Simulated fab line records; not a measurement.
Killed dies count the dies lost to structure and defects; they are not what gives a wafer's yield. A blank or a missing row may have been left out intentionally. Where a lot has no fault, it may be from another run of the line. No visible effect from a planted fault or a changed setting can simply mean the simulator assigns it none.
fab line records	flow sky130
[record] lots = 10	wafers = 30	lastDay = 50
route steps=708 shown VIA2@508 CAPM@540 PAD_OPEN@708
lots that met no fault: taken from a fault-free run of the same line
startH: the number of hours between the record's first day and the start of the first shown wafer of the lot	waitH: how many hours have passed since the lot's step before this one	" same as the row above	L1.1+2: one row covering several wafers at once	- no value, or no start was given	* or withheld: withheld	< > ~ a bound
route shown NAME@n: a module of which the file shows steps, and the number in the route of the first	usual: mean/standard deviation taken from wafers without a fault	same: alike in all rows	chamber/n: place in a boat	sites: the reading at each site	_std_site: their standard deviation	_edge_site: outer sites' mean less inner sites'	radiusMm: for every site, how far away it sits from the centre of the wafer	mask NAME#n: copy n	behind: the most recent tool/chamber to have shaped the wafer	hold: cause of the lot's hold/its duration in hours/its outcome	device: which transistor (n, p or np) failed to switch	end of line: tests of these same wafers at the route's end	a step given without rows: its recipe and nothing more	killed: dies lost to structure and defects at the first sort, not the wafer's yield	map: a wafer's dies, x killed, . not, _ none there
set.NAME: the setting as run; set.NAME@STEP: as run at that earlier step	model.NAME: the simulator's own value behind a step, which no gauge read
a sample of lots followed through the steps of the route, with each step as a table and each wafer as a row
services: a tool's chamber out of use, with start hour (startH, from the record's first day; less than 0 if before it), hours out, and reason
[[steps]]
[step SKY_VIA2_THK_MEAS_01]
[recipe] reads = SiO2_of_VIA2_HDPCVD_00
[usual] VIA2_HDPCVD_THK = 1182/14
lot.wafer	tool	chamber	startH	waitH	VIA2_HDPCVD_THK[nm]
L536.2	filmMetro-01	-	810.47	0.1	1198
L536.4	"	-	"	"	1168
L536.5	"	-	"	"	1196
L535.2	filmMetro-01	-	814.83	0.1	1195
L535.3	"	-	"	"	1182
L535.5	"	-	"	"	1183
L538.1	filmMetro-03	-	847.99	0.1	1198
L538.2	"	-	"	"	1181
L538.3	"	-	"	"	1158
L544.1	filmMetro-04	-	888.74	0.1	1181
L544.4	"	-	"	"	1148
L544.5	"	-	"	"	1174
L545.2	filmMetro-04	-	900.34	0.1	1191
L545.4	"	-	"	"	1194
L545.5	"	-	"	"	1186
L552.1	filmMetro-04	-	939.83	0.1	1185
L552.3	"	-	"	"	1164
L552.5	"	-	"	"	1179
L556.2	filmMetro-04	-	981.09	0.1	1195
L556.5	"	-	"	"	1177
L556.6	"	-	"	"	1202
L557.1	filmMetro-04	-	982.01	0.1	1156
L557.3	"	-	"	"	1168
L557.5	"	-	"	"	1162
L555.1	filmMetro-03	-	984.02	0.1	1181
L555.4	"	-	"	"	1171
L555.5	"	-	"	"	1189
L558.2	filmMetro-03	-	988.27	0.1	1219
L558.3	"	-	"	"	1191
L558.5	"	-	"	"	1194
[step SKY_VIA2_ETCH_14]
[recipe] chemistry = N2/H2	target = BARC	ionEnergyEv = 200	sourceW = 500	biasW = 100	pressureMtorr = 30	n2FlowSccm = 100	h2FlowSccm = 200	stopOn = SiO2	timeS = 45.9	targetDepthA = 600
[usual] chamberPressureMTorr = 30.002/0.025	drypumpMotorCurrentA = 5.5/0.4	oesProductAu = 0.854/0.0046	rfFwdPowerW = 495.1/1.9	throttleValvePct = 13.225/0.011
[same] timeS = 45.9
lot.wafer	tool	chamber	startH	waitH	chamberPressureMTorr	drypumpMotorCurrentA	oesProductAu	rfFwdPowerW	rfHoursCounterH	throttleValvePct
L536.2	rieDiel-04	1	837.12	0.0	30.009	5.4	0.851	494.6	7	13.227
L536.4	"	2	"	"	29.998	5.2	0.861	495.9	6	13.252
L536.5	"	1	"	"	30.046	5.4	0.854	495.4	-	13.256
L535.2	rieDiel-04	3	842.01	0.0	29.967	5.3	0.857	494.3	16	13.224
L535.3	"	2	"	"	30.019	5.2	0.857	494.1	6	13.232
L535.5	"	0	"	"	30.042	5.9	0.856	496.4	-	13.240
L538.1	rieDiel-04	0	874.18	0.0	30.003	5.9	0.846	498.5	17	13.233
L538.2	"	3	"	"	29.996	5.3	0.853	497.4	17	13.231
L538.3	"	1	"	"	30.033	5.4	0.853	495.7	8	13.232
L544.1	rieDiel-04	1	913.91	0.0	29.973	5.3	0.852	495.9	9	13.232
L544.4	"	2	"	"	29.961	5.2	0.858	494.3	7	13.223
L544.5	"	0	"	"	29.993	6.0	0.866	496.7	-	13.227
L545.2	rieDiel-01	1	925.32	0.0	30.033	5.0	0.859	492.4	4	13.224
L545.4	"	0	"	"	30.016	5.5	0.850	494.1	8	13.236
L545.5	"	0	"	"	29.992	5.5	0.856	495.5	-	13.223
L552.1	rieDiel-01	0	965.07	0.0	29.999	5.6	0.850	494.1	9	13.230
L552.3	"	2	"	"	30.002	5.5	0.849	496.3	13	13.208
L552.5	"	1	"	"	30.004	5.0	0.854	494.5	-	13.225
L556.2	rieDiel-03	3	1003.93	0.0	30.011	5.5	0.859	493.5	20	13.220
L556.5	"	1	"	"	30.019	5.5	0.852	495.0	-	13.222
L556.6	"	2	"	"	29.985	5.1	0.852	491.1	-	13.210
L557.1	rieDiel-04	1	1005.77	0.0	29.968	5.4	0.852	492.2	12	13.228
L557.3	"	2	"	"	30.000	5.2	0.859	495.0	10	13.221
L557.5	"	0	"	"	29.989	5.9	0.855	495.9	-	13.207
L555.1	rieDiel-03	2	1007.93	0.0	29.983	5.1	0.858	495.5	13	13.225
L555.4	"	3	"	"	29.989	5.5	0.853	493.2	20	13.263
L555.5	"	3	"	"	29.973	5.5	0.857	493.8	-	13.231
L558.2	rieDiel-03	3	1011.81	0.0	30.031	5.5	0.858	495.5	20	13.232
L558.3	"	2	"	"	30.010	5.1	0.856	491.2	13	13.228
L558.5	"	3	"	"	29.979	5.5	0.853	494.9	-	13.228
[step SKY_VIA2_CVD_21]
[recipe] material = W	targetThkNm = 420	timeS = 126.4	tempC = 400	pressureTorr = 40
[usual] heaterPowerW = 867/130	susceptorTempC = 399.93/0.21
lot.wafer	tool	chamber	startH	waitH	heaterPowerW	susceptorTempC
L536.2	cvdW-01	1	837.88	0.0	823	399.74
L536.4	"	0	"	"	1102	399.93
L536.5	"	0	"	"	1085	399.85
L535.2	cvdW-01	1	842.77	0.0	856	400.16
L535.3	"	0	"	"	1098	399.86
L535.5	"	0	"	"	1085	399.69
L538.1	cvdW-02	1	874.94	0.0	719	400.12
L538.2	"	1	"	"	709	400.10
L538.3	"	1	"	"	734	399.83
L544.1	cvdW-02	1	914.67	0.0	734	400.25
L544.4	"	1	"	"	727	399.85
L544.5	"	1	"	"	725	400.18
L545.2	cvdW-01	0	926.11	0.0	1023	399.97
L545.4	"	0	"	"	1012	399.81
L545.5	"	0	"	"	1060	400.17
L552.1	cvdW-01	0	965.86	0.0	1043	400.06
L552.3	"	0	"	"	1042	399.55
L552.5	"	1	"	"	778	400.61
L556.2	cvdW-01	0	1004.68	0.0	1027	399.80
L556.5	"	0	"	"	1043	400.07
L556.6	"	1	"	"	784	400.07
L557.1	cvdW-01	1	1006.53	0.0	777	400.04
L557.3	"	1	"	"	803	399.78
L557.5	"	0	"	"	1021	399.91
L555.1	cvdW-02	1	1008.69	0.0	716	399.90
L555.4	"	0	"	"	853	400.39
L555.5	"	0	"	"	872	399.94
L558.2	cvdW-02	1	1012.65	0.1	742	399.87
L558.3	"	1	"	"	716	399.91
L558.5	"	1	"	"	728	399.67
[step SKY_VIA2_RS_MEAS_22]
[recipe] thkMeasGauge = four-point-probe	reads = W_of_VIA2_CVD_21+TiN_of_VIA2_SPUTTER_20
[usual] VIA2_W_RS = 0.273/0.0033
lot.wafer	tool	chamber	startH	waitH	VIA2_W_RS[ohm/sq]
L536.2	filmMetro-03	-	838.03	0.1	0.275
L536.4	"	-	"	"	0.276
L536.5	"	-	"	"	0.275
L535.2	filmMetro-01	-	842.92	0.1	0.276
L535.3	"	-	"	"	0.274
L535.5	"	-	"	"	0.273
L538.1	filmMetro-03	-	875.20	0.2	0.272
L538.2	"	-	"	"	0.272
L538.3	"	-	"	"	0.275
L544.1	filmMetro-03	-	914.80	0.1	0.267
L544.4	"	-	"	"	0.268
L544.5	"	-	"	"	0.267
L545.2	filmMetro-04	-	926.26	0.1	0.272
L545.4	"	-	"	"	0.270
L545.5	"	-	"	"	0.271
L552.1	filmMetro-04	-	965.99	0.1	0.279
L552.3	"	-	"	"	0.276
L552.5	"	-	"	"	0.277
L556.2	filmMetro-04	-	1004.83	0.1	0.185
L556.5	"	-	"	"	0.184
L556.6	"	-	"	"	0.273
L557.1	filmMetro-04	-	1006.66	0.1	0.274
L557.3	"	-	"	"	0.274
L557.5	"	-	"	"	0.182
L555.1	filmMetro-03	-	1008.82	0.1	0.275
L555.4	"	-	"	"	0.273
L555.5	"	-	"	"	0.279
L558.2	filmMetro-03	-	1012.89	0.2	0.275
L558.3	"	-	"	"	0.273
L558.5	"	-	"	"	0.274
[step SKY_VIA2_THK_MEAS_23]
[recipe] thkMeasGauge = xrf	reads = W_of_VIA2_CVD_21
[usual] VIA2_W_THK = 412/6.8
lot.wafer	tool	chamber	startH	waitH	VIA2_W_THK[nm]
L536.2	filmMetro-03	-	838.14	0.1	408
L536.4	"	-	"	"	405
L536.5	"	-	"	"	407
L535.2	filmMetro-01	-	843.03	0.1	404
L535.3	"	-	"	"	406
L535.5	"	-	"	"	410
L538.1	filmMetro-03	-	875.32	0.1	408
L538.2	"	-	"	"	408
L538.3	"	-	"	"	406
L544.1	filmMetro-03	-	914.92	0.1	425
L544.4	"	-	"	"	420
L544.5	"	-	"	"	426
L545.2	filmMetro-04	-	926.37	0.1	413
L545.4	"	-	"	"	416
L545.5	"	-	"	"	410
L552.1	filmMetro-04	-	966.11	0.1	404
L552.3	"	-	"	"	413
L552.5	"	-	"	"	409
L556.2	filmMetro-04	-	1004.94	0.1	-
L556.5	"	-	"	"	-
L556.6	"	-	"	"	415
L557.1	filmMetro-04	-	1006.78	0.1	414
L557.3	"	-	"	"	410
L557.5	"	-	"	"	-
L555.1	filmMetro-03	-	1008.94	0.1	403
L555.4	"	-	"	"	402
L555.5	"	-	"	"	399
L558.2	filmMetro-03	-	1013.00	0.1	402
L558.3	"	-	"	"	401
L558.5	"	-	"	"	404
[step SKY_VIA2_CMP_24]
[recipe] stopOn = SiO2	tOverpolishS = 20	downForcePsi = 3.5	platenRpm = 60	targetThkNm = 0	padVelocityMS = 0.94248
[usual] motorCurrentA = 11.4/1.6	timeToEndpointS = 102/5.9
lot.wafer	tool	chamber	startH	waitH	motorCurrentA	timeToEndpointS
L536.4	cmp-02	1	838.19	0.0	8.5	111
L536.2	"	0	"	"	9.0	112
L536.5	"	2	"	"	12.0	102
L535.2	cmp-01	1	843.26	0.2	11.5	107
L535.3	"	2	"	"	10.4	105
L535.5	"	0	"	"	13.2	105
L538.2	cmp-01	1	875.38	0.0	11.0	102
L538.1	"	2	"	"	10.9	101
L538.3	"	3	"	"	11.9	100
L544.4	cmp-01	1	914.98	0.0	10.8	101
L544.1	"	0	"	"	13.0	103
L544.5	"	2	"	"	10.9	100
L545.2	cmp-02	1	926.42	0.0	8.8	112
L545.4	"	3	"	"	14.3	110
L545.5	"	1	"	"	8.7	111
L552.1	cmp-01	0	966.17	0.1	12.0	101
L552.3	"	2	"	"	10.3	97
L552.5	"	0	"	"	12.3	99
L556.2	cmp-01	1	1005.04	0.1	10.5	149
L556.6	"	0	"	"	12.8	98
L556.5	"	1	"	"	10.9	149
L557.3	cmp-01	2	1006.84	0.0	11.0	92
L557.1	"	0	"	"	12.1	97
L557.5	"	2	"	"	10.4	143
L555.1	cmp-01	0	1009.05	0.1	12.7	98
L555.4	"	2	"	"	11.1	95
L555.5	"	0	"	"	12.8	97
L558.3	cmp-01	3	1013.15	0.1	11.8	94
L558.2	"	0	"	"	12.9	95
L558.5	"	1	"	"	10.9	98
[step SKY_CAPM_RS_MEAS_03]
[recipe] thkMeasGauge = four-point-probe	reads = TiN_of_CAPM_SPUTTER_02
[usual] CAPM_TIN_RS = 6.89/0.094
lot.wafer	tool	chamber	startH	waitH	CAPM_TIN_RS[ohm/sq]
L536.2	filmMetro-03	-	838.86	0.1	6.94
L536.4	"	-	"	"	6.86
L536.5	"	-	"	"	6.88
L535.2	filmMetro-03	-	843.82	0.1	6.91
L535.3	"	-	"	"	6.94
L535.5	"	-	"	"	6.98
L538.1	filmMetro-03	-	876.02	0.1	6.87
L538.2	"	-	"	"	7.01
L538.3	"	-	"	"	7.07
L544.1	filmMetro-02	-	915.63	0.1	6.69
L544.4	"	-	"	"	6.76
L544.5	"	-	"	"	6.73
L545.2	filmMetro-03	-	927.08	0.1	6.85
L545.4	"	-	"	"	6.83
L545.5	"	-	"	"	6.88
L552.1	filmMetro-02	-	966.81	0.1	6.82
L552.3	"	-	"	"	6.75
L552.5	"	-	"	"	6.84
L556.2	filmMetro-04	-	1005.67	0.1	6.77
L556.5	"	-	"	"	6.74
L556.6	"	-	"	"	6.78
L557.1	filmMetro-02	-	1007.49	0.1	6.94
L557.3	"	-	"	"	6.99
L557.5	"	-	"	"	7.01
L555.1	filmMetro-03	-	1009.64	0.1	6.90
L555.4	"	-	"	"	6.93
L555.5	"	-	"	"	6.83
L558.2	filmMetro-02	-	1013.71	0.1	7.01
L558.3	"	-	"	"	6.93
L558.5	"	-	"	"	6.99
[step SKY_PAD_OPEN_PROBE_99]
[usual] defectLimitedYield = 82.5/1.9	killed_at_M0_to_M3 = 43/6.6	killed_at_M4_up = 3.0/1.8	killedAtContacts = 24/5.1	killedAtFrontEnd = 16/4.5	killedAtOther = 0.3/0.67	killedDies = 86/9.3	killedOpen = 47/6.9	killedShort = 39/6.6	sort_bin_3_pad_short = 0.9/0.41	sort_bin_5_function = 10.4/1.4	sort_bin_6_memory = 6.2/1.1	sortNPass = 406/9.3	sortYieldPct = 82.5/1.9
[same] grossDies = 492	killedAtBackSide = 0	sort_bin_4_leakage[%] = 0	sort_bin_8_speed[%] = 0
lot.wafer	tool	chamber	startH	waitH	defectLimitedYield[%]	killed_at_M0_to_M3	killed_at_M4_up	killedAtContacts	killedAtFrontEnd	killedAtOther	killedDies	killedOpen	killedShort	sort_bin_3_pad_short[%]	sort_bin_5_function[%]	sort_bin_6_memory[%]	sortNPass	sortYieldPct[%]
L536.2	prober-02	-	1065.03	0.1	82.3	38	2	32	15	0	87	46	40	0.8	10.8	6.1	405	82.3
L536.4	prober-02	-	1065.13	0.2	79.5	56	6	22	17	0	101	45	55	1.2	11.0	8.3	391	79.5
L536.5	prober-02	-	1065.18	0.2	80.5	51	4	23	18	0	96	42	53	0.8	10.8	7.9	396	80.5
L535.2	prober-01	-	1069.13	0.1	84.3	47	5	12	13	0	77	45	32	0.4	7.9	7.3	415	84.3
L535.3	prober-01	-	1069.18	0.2	82.9	43	8	19	14	0	84	47	37	1.0	9.8	6.3	408	82.9
L535.5	prober-01	-	1069.28	0.2	85.6	37	2	19	13	0	71	36	35	0.6	8.9	4.9	421	85.6
L538.1	prober-01	-	1095.39	0.1	83.9	34	2	24	18	1	79	48	31	0.2	9.8	6.1	413	83.9
L538.2	prober-01	-	1095.44	0.1	82.3	50	0	23	12	2	87	49	35	1.0	10.4	6.3	405	82.3
L538.3	prober-01	-	1095.49	0.2	80.7	43	6	25	20	1	95	54	39	0.8	12.0	6.5	397	80.7
L544.1	prober-01	-	1126.96	0.1	83.1	37	2	35	9	0	83	49	33	0.4	10.2	6.3	409	83.1
L544.4	prober-01	-	1127.11	0.2	82.9	38	3	25	17	1	84	42	42	0.8	8.7	7.5	408	82.9
L544.5	prober-01	-	1127.16	0.2	82.3	45	1	26	15	0	87	46	41	0.6	10.4	6.7	405	82.3
L545.2	prober-02	-	1134.74	0.1	84.3	38	1	20	18	0	77	36	40	1.6	8.5	5.5	415	84.3
L545.4	prober-02	-	1134.84	0.2	85.8	26	7	23	14	0	70	39	31	0	8.9	5.3	422	85.8
L545.5	prober-02	-	1134.89	0.2	80.3	52	3	25	17	0	97	57	39	1.0	13.0	5.7	395	80.3
L552.1	prober-01	-	1167.04	0.1	83.3	32	6	23	21	0	82	43	37	1.6	10.2	4.9	410	83.3
L552.3	prober-01	-	1167.14	0.2	81.9	40	5	26	17	1	89	58	29	0.8	10.4	6.9	403	81.9
L552.5	prober-01	-	1167.24	0.2	80.1	39	4	39	15	1	98	59	37	0.4	11.6	7.9	394	80.1
L556.2	prober-02	-	1192.48	0.1	83.1	40	5	26	9	3	83	44	39	1.8	9.6	5.5	409	83.1
L556.5	prober-02	-	1192.63	0.2	82.9	49	2	24	9	0	84	46	38	0.4	11.6	5.1	408	82.9
L556.6	prober-02	-	1192.68	0.2	83.9	40	2	19	17	1	79	44	34	1.4	9.6	5.1	413	83.9
L557.1	prober-01	-	1193.39	0.1	82.7	48	2	23	12	0	85	51	34	0.6	10.8	5.9	407	82.7
L557.3	prober-01	-	1193.49	0.2	80.3	49	4	23	21	0	97	41	53	1.0	11.6	7.1	395	80.3
L557.5	prober-01	-	1193.59	0.2	79.7	54	1	16	27	2	100	58	42	1.0	12.6	6.7	392	79.7
L555.1	prober-02	-	1195.13	0.1	80.9	46	2	22	24	0	94	58	35	1.0	11.8	6.3	398	80.9
L555.4	prober-02	-	1195.28	0.2	83.5	41	1	20	19	0	81	29	51	1.4	10.0	5.1	411	83.5
L555.5	prober-02	-	1195.33	0.2	83.7	42	0	22	16	0	80	41	39	0.8	8.9	6.5	412	83.7
L558.5	prober-02	-	1198.10	0.2	82.1	40	2	33	13	0	88	45	43	0.6	10.6	6.7	404	82.1
// killed by level:class
L536.2 LI_CONTACT:geometricParticle:open=9 VIA1:geometricParticle:open=9 LOCAL_INTERCONNECT:geometricParticle:short=8 CONTACT:geometricParticle:short=7 CONTACT:geometricParticle:open=6 VIA3:geometricParticle:open=6 FIELD_ISO:geometricParticle:open=5 METAL1:geometricParticle:short=5
L536.4 VIA1:geometricParticle:open=12 METAL1:geometricParticle:short=9 CONTACT:geometricParticle:open=7 POLY_GATE:geometricParticle:short=6 VIA2:geometricParticle:short=6 LI_CONTACT:geometricParticle:open=6 VIA2:geometricParticle:open=6 VIA3:geometricParticle:short=6
L536.5 VIA1:geometricParticle:open=13 METAL2:geometricParticle:short=8 CONTACT:geometricParticle:open=7 POLY_GATE:geometricParticle:short=6 VIA2:geometricParticle:open=6 VIA3:geometricParticle:short=6 CONTACT:geometricParticle:short=5 VIA1:geometricParticle:short=5
L535.2 VIA1:geometricParticle:open=14 LI_CONTACT:geometricParticle:open=7 VIA3:geometricParticle:open=7 VIA2:geometricParticle:open=6 METAL1:geometricParticle:short=5 VIA1:geometricParticle:short=5 POLY_GATE:geometricParticle:short=4 METAL4:geometricParticle:short=4
L535.3 CONTACT:geometricParticle:open=10 VIA1:geometricParticle:open=9 VIA2:geometricParticle:open=8 METAL1:geometricParticle:short=7 METAL4:geometricParticle:short=6 LI_CONTACT:geometricParticle:open=5 METAL2:geometricParticle:short=4 VIA3:geometricParticle:open=4
L535.5 VIA1:geometricParticle:open=9 VIA3:geometricParticle:open=7 METAL1:geometricParticle:short=6 LOCAL_INTERCONNECT:geometricParticle:short=5 CONTACT:geometricParticle:open=5 FIELD_ISO:geometricParticle:short=4 CONTACT:geometricParticle:short=4 POLY_GATE:geometricParticle:open=3
L538.1 CONTACT:geometricParticle:open=13 VIA1:geometricParticle:open=8 POLY_GATE:geometricParticle:open=6 VIA2:geometricParticle:open=6 METAL1:geometricParticle:short=5 FIELD_ISO:geometricParticle:short=4 LI_CONTACT:geometricParticle:open=4 VIA3:geometricParticle:open=4
L538.2 VIA1:geometricParticle:open=14 CONTACT:geometricParticle:open=10 VIA2:geometricParticle:open=9 LI_CONTACT:geometricParticle:open=7 METAL1:geometricParticle:short=7 VIA1:geometricParticle:short=6 VIA3:geometricParticle:open=5 FIELD_ISO:geometricParticle:short=4
L538.3 CONTACT:geometricParticle:open=10 VIA1:geometricParticle:open=10 CONTACT:geometricParticle:short=8 METAL1:geometricParticle:short=8 POLY_GATE:geometricParticle:open=7 FIELD_ISO:geometricParticle:open=6 VIA3:geometricParticle:open=6 METAL4:geometricParticle:short=5
L544.1 LI_CONTACT:geometricParticle:open=12 CONTACT:geometricParticle:open=9 METAL1:geometricParticle:short=8 VIA1:geometricParticle:open=8 VIA2:geometricParticle:open=6 CONTACT:geometricParticle:short=5 FIELD_ISO:geometricParticle:open=4 LOCAL_INTERCONNECT:geometricParticle:short=4
L544.4 VIA1:geometricParticle:open=9 FIELD_ISO:geometricParticle:short=8 CONTACT:geometricParticle:open=6 LI_CONTACT:geometricParticle:short=5 LOCAL_INTERCONNECT:geometricParticle:short=5 VIA1:geometricParticle:short=5 METAL2:geometricParticle:short=5 VIA2:geometricParticle:open=5
L544.5 VIA1:geometricParticle:open=11 LI_CONTACT:geometricParticle:open=8 CONTACT:geometricParticle:open=8 FIELD_ISO:geometricParticle:short=5 METAL2:geometricParticle:open=5 CONTACT:geometricParticle:short=5 METAL2:geometricParticle:short=5 POLY_GATE:geometricParticle:short=4
L545.2 CONTACT:geometricParticle:open=8 VIA1:geometricParticle:open=7 POLY_GATE:geometricParticle:short=6 LI_CONTACT:geometricParticle:open=5 METAL1:geometricParticle:short=5 VIA3:geometricParticle:open=5 FIELD_ISO:geometricParticle:short=4 METAL2:geometricParticle:short=4
L545.4 VIA1:geometricParticle:open=10 CONTACT:geometricParticle:open=9 FIELD_ISO:geometricParticle:open=6 LI_CONTACT:geometricParticle:open=6 METAL2:geometricParticle:short=5 CONTACT:geometricParticle:short=4 METAL1:geometricParticle:short=4 POLY_GATE:geometricParticle:short=3
L545.5 VIA1:geometricParticle:open=17 CONTACT:geometricParticle:open=8 VIA2:geometricParticle:open=8 VIA3:geometricParticle:open=7 LI_CONTACT:geometricParticle:open=5 CONTACT:geometricParticle:short=5 VIA1:geometricParticle:short=5 METAL1:geometricParticle:short=4
L552.1 POLY_GATE:geometricParticle:short=8 LI_CONTACT:geometricParticle:open=8 CONTACT:geometricParticle:open=7 METAL1:geometricParticle:short=7 POLY_GATE:geometricParticle:open=6 VIA1:geometricParticle:open=6 VIA2:geometricParticle:open=6 FIELD_ISO:geometricParticle:open=5
L552.3 VIA1:geometricParticle:open=13 CONTACT:geometricParticle:open=11 FIELD_ISO:geometricParticle:open=8 LI_CONTACT:geometricParticle:open=7 VIA2:geometricParticle:open=7 VIA3:geometricParticle:open=5 FIELD_ISO:geometricParticle:short=4 LOCAL_INTERCONNECT:geometricParticle:short=4
L552.5 LI_CONTACT:geometricParticle:open=15 CONTACT:geometricParticle:open=12 VIA1:geometricParticle:open=9 LOCAL_INTERCONNECT:geometricParticle:short=6 METAL2:geometricParticle:short=6 FIELD_ISO:geometricParticle:open=5 VIA1:geometricParticle:short=5 VIA2:geometricParticle:open=5
L556.2 CONTACT:geometricParticle:open=9 LI_CONTACT:geometricParticle:open=8 VIA1:geometricParticle:open=8 VIA3:geometricParticle:open=6 VIA2:geometricParticle:short=5 VIA2:geometricParticle:open=5 METAL4:geometricParticle:short=5 METAL1:geometricParticle:short=4
L556.5 VIA3:geometricParticle:open=16 VIA1:geometricParticle:open=9 VIA3:geometricParticle:short=8 LOCAL_INTERCONNECT:geometricParticle:short=6 CONTACT:geometricParticle:open=6 CONTACT:geometricParticle:short=5 VIA1:geometricParticle:short=4 LI_CONTACT:geometricParticle:short=3
L556.6 VIA1:geometricParticle:open=11 CONTACT:geometricParticle:open=8 FIELD_ISO:geometricParticle:short=6 VIA2:geometricParticle:open=5 POLY_GATE:geometricParticle:short=4 LI_CONTACT:geometricParticle:short=4 VIA3:geometricParticle:open=4 LI_CONTACT:geometricParticle:open=3
L557.1 VIA1:geometricParticle:open=13 CONTACT:geometricParticle:open=12 METAL2:geometricParticle:short=6 LI_CONTACT:geometricParticle:open=6 VIA3:geometricParticle:open=5 VIA1:geometricParticle:short=5 METAL3:geometricParticle:short=5 FIELD_ISO:geometricParticle:open=4
L557.3 METAL2:geometricParticle:short=10 VIA1:geometricParticle:open=8 CONTACT:geometricParticle:open=6 VIA3:geometricParticle:open=6 VIA2:geometricParticle:open=6 POLY_GATE:geometricParticle:open=5 VIA2:geometricParticle:short=5 LI_CONTACT:geometricParticle:short=5
L557.5 VIA3:geometricParticle:open=11 VIA2:geometricParticle:open=10 VIA1:geometricParticle:open=10 VIA3:geometricParticle:short=8 FIELD_ISO:geometricParticle:open=6 POLY_GATE:geometricParticle:short=6 POLY_GATE:geometricParticle:open=5 LI_CONTACT:geometricParticle:open=5
L555.1 CONTACT:geometricParticle:open=13 VIA2:geometricParticle:open=10 VIA1:geometricParticle:open=8 FIELD_ISO:geometricParticle:open=7 POLY_GATE:geometricParticle:open=7 METAL2:geometricParticle:short=7 FIELD_ISO:geometricParticle:short=6 VIA1:geometricParticle:short=5
L555.4 METAL2:geometricParticle:short=13 VIA2:geometricParticle:open=8 LOCAL_INTERCONNECT:geometricParticle:short=7 FIELD_ISO:geometricParticle:short=6 CONTACT:geometricParticle:short=6 METAL1:geometricParticle:short=5 POLY_GATE:geometricParticle:open=4 CONTACT:geometricParticle:open=4
L555.5 CONTACT:geometricParticle:open=10 VIA1:geometricParticle:short=6 VIA2:geometricParticle:short=6 VIA1:geometricParticle:open=5 VIA3:geometricParticle:open=5 FIELD_ISO:geometricParticle:open=4 LI_CONTACT:geometricParticle:open=4 LI_CONTACT:geometricParticle:short=4
L558.5 CONTACT:geometricParticle:open=11 CONTACT:geometricParticle:short=8 VIA1:geometricParticle:open=6 LI_CONTACT:geometricParticle:open=6 LOCAL_INTERCONNECT:geometricParticle:short=5 METAL1:geometricParticle:open=5 VIA1:geometricParticle:short=5 VIA2:geometricParticle:short=5
[[services]]
tool	chamber	startH	hours	kind
rieDiel-03	1	816.81	5.8	repair
rieDiel-01	-	825.19	2.8	pm
cmp-01	-	830.07	1.5	repair
cvdW-02	-	841.62	1.3	repair
rieDiel-04	2	847.22	3.9	repair
cvdW-02	0	864.05	26.6	repair
cmp-01	-	879.41	0.2	repair
rieDiel-04	2	879.70	11.7	repair
cmp-01	-	881.21	0.3	repair
rieDiel-03	0	886.47	6.3	repair
cmp-01	-	891.57	0.3	repair
cvdW-02	-	894.68	6.0	pm
rieDiel-03	2	903.91	3.3	repair
cvdW-01	-	904.00	14.0	pm
cmp-01	-	923.52	2.9	repair
cvdW-02	-	932.56	0.4	repair
rieDiel-03	1	948.92	5.3	repair
cvdW-02	-	950.81	0.6	repair
rieDiel-04	3	959.72	10.0	repair
rieDiel-03	3	971.64	1.4	repair
cvdW-02	-	988.14	0.3	repair
rieDiel-04	1	1008.44	6.8	repair
cvdW-01	1	1009.28	8.0	repair
cvdW-02	0	1010.90	3.6	repair
[[key]]
[firstSign] step = SKY_VIA2_RS_MEAS_22	reading = VIA2_W_RS	direction = down	sigmas = 27	usual = 0.273	struck = 0.183
[effect] step = SKY_VIA2_THK_MEAS_23	reading = VIA2_W_THK	direction = missing
[effect] step = SKY_VIA2_CMP_24	reading = timeToEndpointS	direction = up	sigmas = 7.6	usual = *	struck = *
metAt SKY_VIA2_CVD_21
struckLots L556,L557
struckWafers L556.2,L556.5,L557.5
notActingAt SKY_VIA2_THK_MEAS_01,SKY_VIA2_ETCH_14,SKY_CAPM_RS_MEAS_03
onsetBetween 965.86 1004.68
[fault] kind = processParameterDrift	tool = cvdW-01	chamber = 0	onsetH = 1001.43	steps = SKY_VIA2_CVD_21	channel = targetThkNm	offset = 210.36	shape = step	endH = 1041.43	actsIn = theseRecipesOnly	stated = 420
